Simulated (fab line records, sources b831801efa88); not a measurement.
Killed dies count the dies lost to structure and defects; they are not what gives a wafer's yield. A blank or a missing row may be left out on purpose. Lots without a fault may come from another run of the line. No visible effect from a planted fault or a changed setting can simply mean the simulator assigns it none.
A single fault, viewed from 2 desks :: flow gf180mcu :: only its own numbers are on each desk; what lay behind them is given at the end

## AT THE TOOL OWNER'S DESK: litho track-04
The tool's own readings at GF_CONTACT_SOFTBAKE_10 (time 60 s): means of the sampled wafers that have a number, for each lot that ran on this tool. The brackets show how far a lot's mean lies from the usual mean; more than 4 standard deviations puts the lot out of limits, marked OUT.
Columns: A = heater power total W at GF_CONTACT_SOFTBAKE_10, usual 93.06 W; B = run length s at GF_CONTACT_SOFTBAKE_10, usual 89.24 s
lot: L447
first seen here: day 18 23:00
A: 93.10
B: 89.28

lot: L450
first seen here: day 20 05:00
A: 100.09 (+99 or more) OUT
B: 77.13 (-50) OUT

lot: L451
first seen here: day 20 13:00
A: 96.59 (+62) OUT
B: 83.19 (-25) OUT

lot: L453
first seen here: day 21 07:00
A: 96.57 (+62) OUT
B: 83.09 (-26) OUT
This desk finds L450, L451, L453 out of limits, L450 being first, at day 20 05:00 (heater power total W at GF_CONTACT_SOFTBAKE_10). In limits: L447.

## METROLOGY DESK
Lot by lot, what the gauges showed, no matter which tool ran the lot: averages of those sampled wafers that carry a number. The brackets show how far a lot's mean lies from the usual mean; more than 4 standard deviations puts the lot out of limits, marked OUT.
Columns: A = CONTACT_CVD_00_THK at GF_CONTACT_THK_MEAS_01, usual 299 nm; B = CONTACT_CVD_02_THK at GF_CONTACT_THK_MEAS_03, usual 866 nm; C = CONTACT_BOW at GF_CONTACT_BOW_MEAS_05, usual 66 um; D = cd nm at GF_CONTACT_CD_MEAS_14, usual 220.4 nm; E = CONTACT_OVL at GF_CONTACT_OVL_MEAS_15, usual 2 nm
lot: L441
first seen here: day 16 11:40
A: 303
B: 873
C: 75
D: 220.0
E: 8

lot: L447
first seen here: day 18 11:30
A: 303
B: 866
C: 54
D: 218.4
E: 4

lot: L450
first seen here: day 19 17:44
A: 298
B: 892
C: 70
D: 216.1
E: -4

lot: L451
first seen here: day 20 00:45
A: 298
B: 874
C: 67
D: 220.9
E: -5

lot: L453
first seen here: day 20 18:56
A: 300
B: 880
C: 59
D: 220.7
E: 2

lot: L461
first seen here: day 23 00:18
A: 298
B: 870
C: 68
D: 218.5
E: 0

lot: L462
first seen here: day 23 06:42
A: 298
B: 873
C: 67
D: 218.8
E: -3
Result from this desk: across the 7 lots, nothing is out of limits.

## ALL TOGETHER
The tool owner's desk had the chance to raise an alarm at day 20 05:00 on L450, L451, L453.
Nothing out of limits was seen by the metrology desk.
The metrology desk holds a record of L450, L451, L453, inside its limits.
The lots listed all ran GF_CONTACT_SOFTBAKE_10 on litho track-04.

## WHAT THE SIMULATOR PUT IN
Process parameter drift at GF_CONTACT_SOFTBAKE_10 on litho track-04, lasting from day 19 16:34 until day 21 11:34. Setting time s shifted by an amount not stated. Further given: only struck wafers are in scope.
Lots struck among those shown: L450, L451, L453.
Each desk's first reading out of limits, in hours after the fault started: the tool owner's desk, 12.
